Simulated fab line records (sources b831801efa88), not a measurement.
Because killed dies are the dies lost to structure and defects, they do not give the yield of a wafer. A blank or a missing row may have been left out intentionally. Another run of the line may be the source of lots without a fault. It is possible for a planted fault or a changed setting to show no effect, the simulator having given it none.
A struck lot beside a sound one / flow sky130 / 18 steps out of a route of 708
Sound: the wafers L834.2, L834.3, L834.5. Wafers struck: L831.2, L831.5, L831.6. Last of all comes the cause.
At each step with rows: each side's tool, then ch and its chambers, then its first start. Under that, the readings that differ: sound wafers / struck wafers / difference of the means / sigmas: that difference in standard deviations of wafers without a fault.
alike: a reading whose means differ by less than 2 such deviations, as well as words and numbers matching on both sides. not compared: withheld readings; readings where some wafer has no value; bounds like >300 that might hide an equal value; numbers whose values overlap and for which the record gives no deviation.
The two part at a step that has a row with sigmas, a row that says differs or no value, or rows on one side only. Non-overlapping numbers with no deviation appear without sigmas and do not part them. A reading that every wafer of one side lacks parts them only if that side has two wafers or more.

first, 1 step without rows for these wafers: SKY_NWELL_IMPLANT_24.
SKY_NWELL_STRIP_25: strips in O2/N2.
  sound on plasmaAsher-01 ch 0,1, day 8 20:48; struck on plasmaAsher-04 ch 0,1, day 8 03:16
reading=drypumpMotorCurrentA (A); sound=4.9 4.9 5.8; struck=6.4 5.8 6.4; difference=+1.0; sigmas=+2
  alike: n2FlowSccm, o2FlowSccm, oesProductAu, stripTimeToEndpointS
  not compared: rfHoursCounterH
SKY_NWELL_TW_MEAS_26:
  sound on filmMetro-04 at day 8 20:55; struck on filmMetro-04 at day 8 03:22
  alike: NWELL_2_TW
then, 1 step without rows for these wafers: SKY_NWELL_CLEAN_27 (cleans in SC1/SC2, time 150 s).
SKY_NWELL_RTA_28: time 30 s.
  sound on rtpAnneal-02 ch 0, day 8 21:02; struck on rtpAnneal-02 ch 0, day 8 03:29
  alike: lampPowerPct, wafer_temp_C_max
SKY_NWELL_RS_MEAS_29: uses a four-point probe to measure.
  sound on filmMetro-03 at day 8 21:08; struck on filmMetro-01 at day 8 03:35
reading=NWELL_RS (ohm/sq); sound=628.2 626.4 626.2; struck=621.5 624.1 622.5; difference=-4.2; sigmas=-3
SKY_NWELL_RS_MEAS_31: uses a four-point probe to measure.
  sound on filmMetro-03 at day 8 21:22; struck on filmMetro-01 at day 8 03:50
  alike: PWDE_RS
then, 4 steps without rows for these wafers: SKY_VT_ADJUST_HVTP_DEHYDRATE_00 (time 60 s); SKY_VT_ADJUST_HVTP_HMDS_01 (prime time 60 s); SKY_VT_ADJUST_HVTP_COAT_02 (resist thk 1140 nm); SKY_VT_ADJUST_HVTP_SOFTBAKE_03 (time 60 s).
SKY_VT_ADJUST_HVTP_EXPOSE_04: exposes mask HVTPM, target cd 380 nm.
  sound on ilineStepper-02 ch 0, day 9 07:42; struck on ilineStepper-01 ch 0, day 8 14:12
reading=model.VT_ADJUST_HVTP.overlayXNm (nm); sound=0.1658 0.1658 0.1658; struck=289.9 289.9 289.9; difference=+289.7; sigmas=
  alike: mask
then, 2 steps without rows for these wafers: SKY_VT_ADJUST_HVTP_PEB_05; SKY_VT_ADJUST_HVTP_DEVELOP_06 (develop time 57.7 s).
SKY_VT_ADJUST_HVTP_CD_MEAS_07: target cd 380 nm.
  sound on cdSem-01 at day 9 17:14; struck on cdSem-02 at day 9 00:17
  alike: cdNm
SKY_VT_ADJUST_HVTP_OVL_MEAS_08:
  sound on overlay-02 at day 9 17:20; struck on overlay-01 at day 9 00:23
reading=VT_ADJUST_HVTP_OVL (nm); sound=1.1 -0.4 0.8; struck=287.9 289.4 289.8; difference=+288.5; sigmas=+99 or more
next, for these wafers, 1 step has no rows: SKY_VT_ADJUST_HVTP_IMPLANT_09.
-- a jump in the record: the struck wafers' starts before and after are 39 days apart (it breaks off in module VT_ADJUST_HVTP and resumes in module PAD_OPEN, where the first step shown is number 708 of the route) --
SKY_PAD_OPEN_PROBE_99:
  sound on prober-02 at day 49 05:23; struck on prober-01 at day 48 10:56
reading=killedAtFrontEnd; sound=15 12 15; struck=364 360 373; difference=+352; sigmas=+86
reading=killedDies; sound=95 83 97; struck=429 442 444; difference=+347; sigmas=+36
reading=killedOnRim; sound=19 13 15; struck=88 84 90; difference=+72; sigmas=+20
  alike: killed_at_M0_to_M3, killed_at_M4_up, killedAtContacts, killedAtOther, killedOpen, killedShort

WHERE THEY PART
At SKY_NWELL_STRIP_25 first; at SKY_PAD_OPEN_PROBE_99 last (within this record only).

WHY: the cause the simulator had injected
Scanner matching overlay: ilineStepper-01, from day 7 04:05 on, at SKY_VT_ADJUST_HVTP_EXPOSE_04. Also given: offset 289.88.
